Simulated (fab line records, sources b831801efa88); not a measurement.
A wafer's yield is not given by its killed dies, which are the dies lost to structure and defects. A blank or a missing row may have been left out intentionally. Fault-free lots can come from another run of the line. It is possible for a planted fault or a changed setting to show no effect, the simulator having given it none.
A lot that was struck, set against a sound lot ; flow sky130 ; 36 out of 708 route steps
Sound: the wafers L627.1, L627.4, L627.6. Wafers L618.1, L618.3, L618.5 were the ones struck. The cause is named last.
Order at every step that has rows: each side's tool, ch and its chambers, its first start. Under that, the readings that differ: sound wafers ; struck wafers ; difference of the means ; sigmas: that difference in standard deviations of wafers without a fault.
alike: a reading whose means differ by less than 2 such deviations, as well as words and numbers matching on both sides. not compared: withheld readings; readings where some wafer has no value; bounds like >300 that might hide an equal value; numbers whose values overlap and for which the record gives no deviation.
The two part at a step that has a row with sigmas, a row that says differs or no value, or rows on one side only. Non-overlapping numbers with no deviation appear without sigmas and do not part them. A reading missing from all wafers of one side parts the sides only when that side holds two or more wafers.

first, 10 steps without rows for these wafers: SKY_POLY_CUT_ETCH_10 (etches BARC in N2/H2, stops on SiO2, time 45.9 s, target depth 60 nm); SKY_POLY_CUT_ETCH_11 (etches Si3N4 in CF4/CH2F2/Ar, stops on poly-Si, time 42.5 s, target depth 60 nm); SKY_POLY_CUT_STRIP_12 (strips in O2/N2); SKY_SD_P_DEHYDRATE_00 (time 60 s); SKY_SD_P_HMDS_01 (prime time 60 s); SKY_SD_P_COAT_02 (resist thk 1140 nm); SKY_SD_P_SOFTBAKE_03 (time 60 s); SKY_SD_P_EXPOSE_04 (exposes mask PSDM, target cd 380 nm); SKY_SD_P_PEB_05; SKY_SD_P_DEVELOP_06 (develop time 60 s).
SKY_SD_P_IMPLANT_09:
  sound on implanter-02 ch 0, day 32 19:41; struck on implanter-02 ch 0, day 29 23:40
reading;sound;struck;difference;sigmas
beamEnergyKeV;19.994 19.990 19.997;24.602 24.596 24.595;+4.604;+99 or more
model.implant.rpNm (nm);17.61 17.61 17.61;20.97 20.97 20.97;+3.36;
model.implant.drpNm (nm);9.746 9.746 9.746;11.27 11.27 11.27;+1.52;
  alike: doseIonsCm2
SKY_SD_P_STRIP_10: strips in O2/N2.
  sound on plasmaAsher-02 ch 0,1, day 32 19:50; struck on plasmaAsher-01 ch 0,1, day 29 23:49
reading;sound;struck;difference;sigmas
oesProductAu (a.u.);0.613 0.622 0.620;0.607 0.596 0.604;-0.016;-4
stripTimeToEndpointS (s);17.49 17.47 17.51;18.27 18.29 18.25;+0.78;+21
  alike: drypumpMotorCurrentA
  not compared: rfHoursCounterH
SKY_SD_P_TW_MEAS_11:
  struck on filmMetro-02, day 29 23:55; sound on filmMetro-02, day 32 19:56
reading;sound;struck;difference;sigmas
SD_P_TW;2842 2858 2847;3000 3008 3023;+161;+12
then, 21 steps without rows for these wafers: SKY_RES_XHIGH_DEHYDRATE_00 (time 60 s); SKY_RES_XHIGH_HMDS_01 (prime time 60 s); SKY_RES_XHIGH_COAT_02 (resist thk 1140 nm); SKY_RES_XHIGH_SOFTBAKE_03 (time 60 s); SKY_RES_XHIGH_EXPOSE_04 (exposes mask URPM, target cd 1270 nm); SKY_RES_XHIGH_PEB_05; SKY_RES_XHIGH_DEVELOP_06 (develop time 60 s); SKY_RES_XHIGH_IMPLANT_07; SKY_RES_XHIGH_STRIP_08 (strips in O2/N2); SKY_SD_N_DEHYDRATE_00 (time 60 s); SKY_SD_N_HMDS_01 (prime time 60 s); SKY_SD_N_COAT_02 (resist thk 1140 nm); SKY_SD_N_SOFTBAKE_03 (time 60 s); SKY_SD_N_EXPOSE_04 (exposes mask NSDM, target cd 380 nm); SKY_SD_N_PEB_05; SKY_SD_N_DEVELOP_06 (develop time 60 s); SKY_SD_N_IMPLANT_09; SKY_SD_N_IMPLANT_10; SKY_SD_N_STRIP_11 (strips in O2/N2); SKY_SD_N_CLEAN_13 (cleans in SC1/SC2, time 150 s); SKY_SD_N_RTA_14 (time 2 s).
-- the record jumps here: 2 days lie between the struck wafers' starts before and after --
SKY_SD_N_RS_MEAS_17: measures by four-point-probe.
  struck on filmMetro-01, day 32 08:03; sound on filmMetro-02, day 35 03:11
reading;sound;struck;difference;sigmas
SD_P_RS (ohm/sq);146.4 146.5 146.7;133.0 133.0 133.1;-13.5;-38
-- record jumps: 17 days separate the struck wafers' starts on either side; left off in module SD_N, taken up again in module PAD_OPEN, whose first shown step is the route's number 708 --
SKY_PAD_OPEN_PROBE_99:
  struck on prober-02, day 49 00:14; sound on prober-01, day 50 21:24
reading;sound;struck;difference;sigmas
model.etest.resPdiff.lineOhmUm;1378 1338 1363;1232 1255 1269;-108;
model.etest.resPdiffHv.rsOhmSq;193 189.3 191.3;173.2 170.9 172.2;-19.1;
model.etest.resPdiff.rsOhmSq;197.4 195.3 197.1;179.8 181.7 180.4;-16.0;
model.etest.pfet_01v8.offLog10AUm;-8.989 -8.99 -8.986;-9.619 -9.558 -9.383;-0.532;
  alike: killed_at_M0_to_M3, killed_at_M4_up, killedAtContacts, killedAtFrontEnd, killedAtOther, killedDies, killedOnRim, killedOpen, killedShort
  not compared: model.etest.pfet_01v8.rOnOhmUm, model.etest.pfet_01v8.driveUaUm, model.etest.pfet_01v8_hvt.driveUaUm, model.etest.sramPfetLatch.driveUaUm

== WHERE THEY PART ==
First at SKY_SD_P_IMPLANT_09; last, within this record, at SKY_SD_N_RS_MEAS_17. Later steps at which nothing parts them and some readings are alike: SKY_PAD_OPEN_PROBE_99.

WHY: whatever the simulator had introduced
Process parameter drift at SKY_SD_P_IMPLANT_09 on implanter-02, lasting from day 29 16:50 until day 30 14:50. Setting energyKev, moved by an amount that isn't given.
